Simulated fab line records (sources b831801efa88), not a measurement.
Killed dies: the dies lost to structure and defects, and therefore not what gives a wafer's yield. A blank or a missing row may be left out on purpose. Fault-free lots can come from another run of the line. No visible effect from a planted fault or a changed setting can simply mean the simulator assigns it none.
Code-filled problem report in 8D (eight disciplines) form + flow sky130 + the parts of the form that need people (team, actions taken, sign-off) are left out

1. PROBLEM STATEMENT
Wafers without a fault read 3000.1 W, standard deviation 0.55; cathode dc power W at SKY_METAL5_SPUTTER_03 reads a mean of 2643.3 W on 3 wafers belonging to 2 lots. So: -99 or more standard deviations from the usual mean.
The step: material Ti, target thk 5 nm, time 3.3 s.
First seen on wafer L436.4, day 48 07:24, on pvd sputter-03. The record holds 18 wafers of 6 lots with a number at this step. By rule, "out" or "out of limits" means more than 4 standard deviations away from the usual mean. Any other wafer with a number is counted as sound.

2. WHAT IT IS AND WHAT IT IS NOT
| question                    | is                     | is not                                                                    |
|-----------------------------|------------------------|---------------------------------------------------------------------------|
| which readings at this step | cathode dc power W     | throttle valve pct                                                        |
| which lots                  | L436, L438             | L420, L427, L428, L435                                                    |
| which wafers of those lots  | L436.4, L438.1, L438.6 | L436.1, L436.2, L438.2                                                    |
| read on which tools         | pvd sputter-03         | pvd sputter-01, pvd sputter-04                                            |
| when                        | from day 48 07:24      | up to then (11 sound wafers); but 4 sound wafers of L435, L438 came after |

3. SUSPECTS, AND WHAT RULES EACH OUT
Counting: if a tool at a process step up to the reading ran every lot that is out, it stays a suspect. Sound lots after the first of them don't rule it out here, since some wafers of a struck lot are sound.
- cmp-01 at SKY_VIA4_CMP_21 (polishes, stops on SiO2, t overpolish 25 s, target thk 0 nm): kept. Every lot that is out went through it, the first being L436 (day 48 07:00); the last sound lot it ran before that was L428 (day 46 04:40).
- pvd sputter-03 at SKY_METAL5_SPUTTER_00 (material Ti, target thk 15 nm, time 10 s): kept. Every lot that is out went through it, the first being L436 (day 48 07:18); the last sound lot it ran before that was L420 (day 44 04:13).
- pvd sputter-03 at SKY_METAL5_SPUTTER_02 (material AlCu, target thk 1150 nm, time 61.2 s): kept. Every lot that is out went through it, the first being L436 (day 48 07:21); the last sound lot it ran before that was L420 (day 44 04:16).
- pvd sputter-03 at SKY_METAL5_SPUTTER_03 (material Ti, target thk 5 nm, time 3.3 s): kept. Every lot that is out went through it, the first being L436 (day 48 07:24); the last sound lot it ran before that was L420 (day 44 04:19). On those wafers its own readings are out: cathode dc power W.
Left after counting: cmp-01 at SKY_VIA4_CMP_21, pvd sputter-03 at SKY_METAL5_SPUTTER_00, pvd sputter-03 at SKY_METAL5_SPUTTER_02, pvd sputter-03 at SKY_METAL5_SPUTTER_03.

4. THE CAUSE (what the simulator had put in)
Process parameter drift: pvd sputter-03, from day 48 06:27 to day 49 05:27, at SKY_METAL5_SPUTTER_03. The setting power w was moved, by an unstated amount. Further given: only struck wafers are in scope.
This tool is one of the 4 suspects left after counting.

5. SEQUENCE OF EFFECTS, ordered by route
Rows list readings where the struck wafers' mean (over those with a number) sits beyond 3 standard deviations from the usual. Readings are gone through only where the record gives a usual standard deviation; hours: the median, over the lots, of the time from a lot's start at the first step in this table giving one to that lot's start at this step; sigmas: the change measured in usual standard deviations.
| hours | step                  | reading            | usual    | on struck wafers | change | sigmas      |
|-------|-----------------------|--------------------|----------|------------------|--------|-------------|
| 0     | SKY_METAL5_SPUTTER_03 | cathode dc power W | 3000.1 W | 2643.3           | -356.8 | -99 or more |
Its process steps:
- SKY_METAL5_SPUTTER_03: material Ti, target thk 5 nm, time 3.3 s.

6. WHAT WOULD HAVE CAUGHT IT SOONER
In this record the first reading out of limits was taken at day 48 07:24, 1 hour after the fault began at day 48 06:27.
